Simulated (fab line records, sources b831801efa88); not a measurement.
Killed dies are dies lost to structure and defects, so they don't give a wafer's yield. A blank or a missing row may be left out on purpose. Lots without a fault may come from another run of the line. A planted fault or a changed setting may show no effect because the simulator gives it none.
Problem report in the 8D (eight disciplines) form, filled by code | flow sfq_line | the parts of the form that need people (team, actions taken, sign-off) are left out

1. THE PROBLEM
platen_rpm at SFQ_TRILAYER_A5B_CMP_CMP_130 reads a mean of 66.02 rpm on 2 wafers of 2 lots; wafers without a fault read 60.00 rpm with a standard deviation of 0.036. That is +99 or more standard deviations from the usual mean.
The step: polishes, stops on Nb, target thk 340.7 nm.
First seen on wafer L547.5, day 59 22:02, on cmp-01. The record holds 41 wafers of 14 lots with a number at this step. Rule for "out", or "out of limits": more than 4 standard deviations from the usual mean. The other wafers with a number count as sound.

2. WHAT IT IS AND WHAT IT IS NOT
question                    | is                | is not
which readings at this step | platen_rpm        | motor_current_A, slurry_flow_ml_min
which lots                  | L547, L548        | L545, L546, L552, L558, L560, L562, L563, L564, L565, L566, L567, L568
which wafers of those lots  | L547.5, L548.1    | L547.1, L548.2, L548.4
read on which tools         | cmp-01            | cmp-02
when                        | from day 59 22:02 | up to then (7 sound wafers); but 32 sound wafers of L548, L552, L558, L560, L562, L563, L564, L565, L566, L567, L568 came after

3. SUSPECTS, AND WHAT RULES EACH OUT
Counting: a tool at a process step up to the reading stays a suspect if it ran every lot that is out. Sound lots after the first of them don't rule it out here, since some wafers of a struck lot are sound.
- rie_metal-03 at SFQ_TRILAYER_M5_BARC_OPEN_METAL_ETCH_161 (etches BARC in O2, target depth 125 nm, time 41.7 s): kept. It ran every lot that is out, first L547 (day 59 18:19); its last sound lot up to then is L545 (day 59 15:55).
- cmp-01 at SFQ_TRILAYER_A5B_CMP_CMP_130 (polishes, stops on Nb, target thk 340.7 nm): kept. It ran every lot that is out, first L547 (day 59 20:32); its last sound lot up to then is L545 (day 59 17:02). Its own readings are out on those wafers: platen_rpm.
- Within cmp-01 at SFQ_TRILAYER_A5B_CMP_CMP_130: the wafers that are out ran in chamber 1; their sound lot-mates ran in chambers 0, 2.
Left after counting: rie_metal-03 at SFQ_TRILAYER_M5_BARC_OPEN_METAL_ETCH_161, cmp-01 at SFQ_TRILAYER_A5B_CMP_CMP_130.

4. THE CAUSE (what the simulator had put in)
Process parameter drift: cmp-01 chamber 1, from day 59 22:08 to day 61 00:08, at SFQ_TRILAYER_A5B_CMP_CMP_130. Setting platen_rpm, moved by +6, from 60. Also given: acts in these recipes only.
Counting left 2 suspects, and this tool is among them.

5. THE CHAIN OF EFFECTS, in route order
Each row: a reading whose mean over the struck wafers that have a number lies more than 3 standard deviations from the usual. Only readings for which the record gives a usual standard deviation are gone through. hours: the time from each lot's start at the first step in this table that gives one to its start at this step, as a median over the lots. sigmas: the change in usual standard deviations.
hours | step                         | reading    | usual     | on struck wafers | change | sigmas
0     | SFQ_TRILAYER_A5B_CMP_CMP_130 | platen_rpm | 60.00 rpm | 66.02            | +6.02  | +99 or more
The process steps in it:
- SFQ_TRILAYER_A5B_CMP_CMP_130: polishes, stops on Nb, target thk 340.7 nm.

6. WHAT WOULD HAVE CAUGHT IT SOONER
In this record the first reading out of limits was taken at day 59 22:02.
